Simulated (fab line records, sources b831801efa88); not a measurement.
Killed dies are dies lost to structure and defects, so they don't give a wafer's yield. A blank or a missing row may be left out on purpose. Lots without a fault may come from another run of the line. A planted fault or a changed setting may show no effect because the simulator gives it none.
A struck lot beside a sound one | flow gf180mcu | 27 steps out of a route of 602
Sound: wafers L159.3, L159.4, L159.5. Struck: wafers L156.1, L156.2, L156.6. The cause comes at the end.
At each step with rows: each side's tool, then ch and its chambers, then its first start. Under that, the readings that differ: sound wafers | struck wafers | difference of the means | sigmas: that difference in standard deviations of wafers without a fault.
alike: readings whose means differ by less than 2 such deviations, and words and numbers that are the same on both sides. not compared: withheld readings, readings that some wafer has no value for, bounds like >300 that may hide the same value, and numbers for which the record gives no deviation and whose values overlap.
The two part at a step that has a row with sigmas, a row that says differs or no value, or rows on one side only. Numbers that don't overlap but have no deviation are shown without sigmas and don't part them. A reading that every wafer of one side lacks parts them only if that side has two wafers or more.

first, 3 steps without rows for these wafers: GF_STI_WET_ETCH_27 (etches Si3N4 in H3PO4, target depth 160 nm, time 1825 s); GF_STI_WET_ETCH_28 (etches SiO2 in dHF, target depth 20 nm, time 40 s); GF_STI_OXIDATION_29 (stabilise 600 s, purge 300 s, target thk 10 nm).
GF_STI_THK_MEAS_30:
  sound on film_metro-01, day 4 04:31; struck on film_metro-04, day 3 15:00
  alike: STI_OXIDATION_02_THK
then, 8 steps without rows for these wafers: GF_DNWELL_DEHYDRATE_00 (time 60 s); GF_DNWELL_HMDS_01 (prime time 60 s); GF_DNWELL_COAT_02 (resist thk 3000 nm); GF_DNWELL_SOFTBAKE_03; GF_DNWELL_EXPOSE_04 (exposes mask DNWELL, target cd 1700 nm); GF_DNWELL_PEB_05; GF_DNWELL_DEVELOP_06 (develop time 60 s); GF_DNWELL_IMPLANT_07.
GF_DNWELL_STRIP_08: strips in O2/N2.
  sound on plasma_asher-04 ch 0,1, day 4 18:53; struck on plasma_asher-04 ch 0,1, day 4 04:00
  no value came back on the struck wafers for any of 5 readings (chamber_pressure_mTorr (mTorr), drypump_motor_current_A (A) and others); on the sound wafers chamber_pressure_mTorr (mTorr) reads 1501.0 1501.1 1499.6
  reading                                  | sound | struck         | difference | sigmas
  model.coat_of_DNWELL_COAT_02.thk_nm (nm) | 0 0 0 | 2998 2998 3006 | +3001      |
  not compared: rf_hours_counter_h
GF_DNWELL_TW_MEAS_09:
  sound on film_metro-02, day 4 18:58; struck on film_metro-03, day 4 04:06
  alike: DNWELL_TW
then, 7 steps without rows for these wafers: GF_NWELL_DEHYDRATE_00 (time 60 s); GF_NWELL_HMDS_01 (prime time 60 s); GF_NWELL_COAT_02 (resist thk 3000 nm); GF_NWELL_SOFTBAKE_03; GF_NWELL_EXPOSE_04 (exposes mask Nwell, target cd 860 nm); GF_NWELL_PEB_05; GF_NWELL_DEVELOP_06 (develop time 60 s).
GF_NWELL_OVL_MEAS_07:
  sound on overlay-02, day 5 09:02; struck on overlay-01, day 4 17:56
  alike: NWELL_OVL
then, 2 steps without rows for these wafers: GF_NWELL_IMPLANT_08; GF_NWELL_IMPLANT_09.
GF_NWELL_STRIP_10: strips in O2/N2.
  sound on plasma_asher-02 ch 0,1, day 5 09:24; struck on plasma_asher-02 ch 0,1, day 4 18:16
  reading                      | sound             | struck            | difference | sigmas
  oes_product_au (a.u.)        | 0.721 0.722 0.718 | 0.739 0.737 0.743 | +0.019     | +4
  strip_time_to_endpoint_s (s) | 37.04 37.00 37.02 | 81.32 81.33 81.55 | +44.38     | +99 or more
  alike: chamber_pressure_mTorr, drypump_motor_current_A, heater_power_w
  not compared: rf_hours_counter_h
GF_NWELL_TW_MEAS_11:
  sound on film_metro-01, day 5 09:29; struck on film_metro-01, day 4 18:22
  reading  | sound          | struck   | difference | sigmas
  NWELL_TW | 1565 1560 1556 | 30 30 30 | -1530      | -99 or more
then, 1 step without rows for these wafers: GF_LVPWELL_DEHYDRATE_00 (time 60 s).

WHERE THEY PART
First at GF_DNWELL_STRIP_08; last, within this record, at GF_NWELL_TW_MEAS_11.

WHY: what the simulator had put in
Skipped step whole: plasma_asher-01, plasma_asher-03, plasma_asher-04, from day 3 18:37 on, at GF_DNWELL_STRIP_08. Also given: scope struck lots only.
